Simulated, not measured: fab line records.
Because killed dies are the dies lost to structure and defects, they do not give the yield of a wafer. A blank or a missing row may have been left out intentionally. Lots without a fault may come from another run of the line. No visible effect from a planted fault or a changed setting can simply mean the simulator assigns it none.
Matching of chambers    flow sky130    4 sister chambers for SKY_VIA4_CMP_02 on cmp-01
The step polishes SiO2. 4 wafers are shown with their chamber, then 8 later ones without.

## WAFERS WITH THEIR CHAMBER
wafer   chamber  motorCurrentA (A)
L241.5  3        13.0
L249.4  1        12.7
L249.6  2        12.6
L251.2  0        12.4

## WAFERS WITHOUT THEIR CHAMBER
wafer   motorCurrentA (A)
L251.3  13.2
L251.4  12.6
L255.1  13.8
L255.5  12.5
L255.6  13.7
L256.2  11.9
L256.4  13.5
L256.5  12.0

## WHICH CHAMBER EACH WENT THROUGH
wafer   from the rows above                in truth
L251.3  can't be placed: 3 or 1 or 2 or 0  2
L251.4  can't be placed: 2 or 1 or 0 or 3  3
L255.1  can't be placed: 3 or 1 or 2 or 0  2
L255.5  can't be placed: 0 or 2 or 1 or 3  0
L255.6  can't be placed: 3 or 1 or 2 or 0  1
L256.2  can't be placed: 0 or 2 or 1 or 3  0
L256.4  can't be placed: 3 or 1 or 2 or 0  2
L256.5  can't be placed: 0 or 2 or 1 or 3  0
Correct placement for 0 of the 8. Not placeable from these rows: 8 (in 8, the candidates include the true chamber). Number placed wrongly: 0.
How it was worked out, from the rows above alone: a wafer's distance from a chamber is the root of the sum, over the readings, of the square of ((its reading less the chamber's mean) divided by the reading's scatter). If the next closest chamber is less than 2 further off than the closest, the wafer can't be placed; otherwise it belongs to the closest. Each chamber's mean is taken over the wafers shown for it. The scatter: with one shown wafer a chamber, the root of the mean of the squares of how far each hidden wafer lies from its nearest shown one.
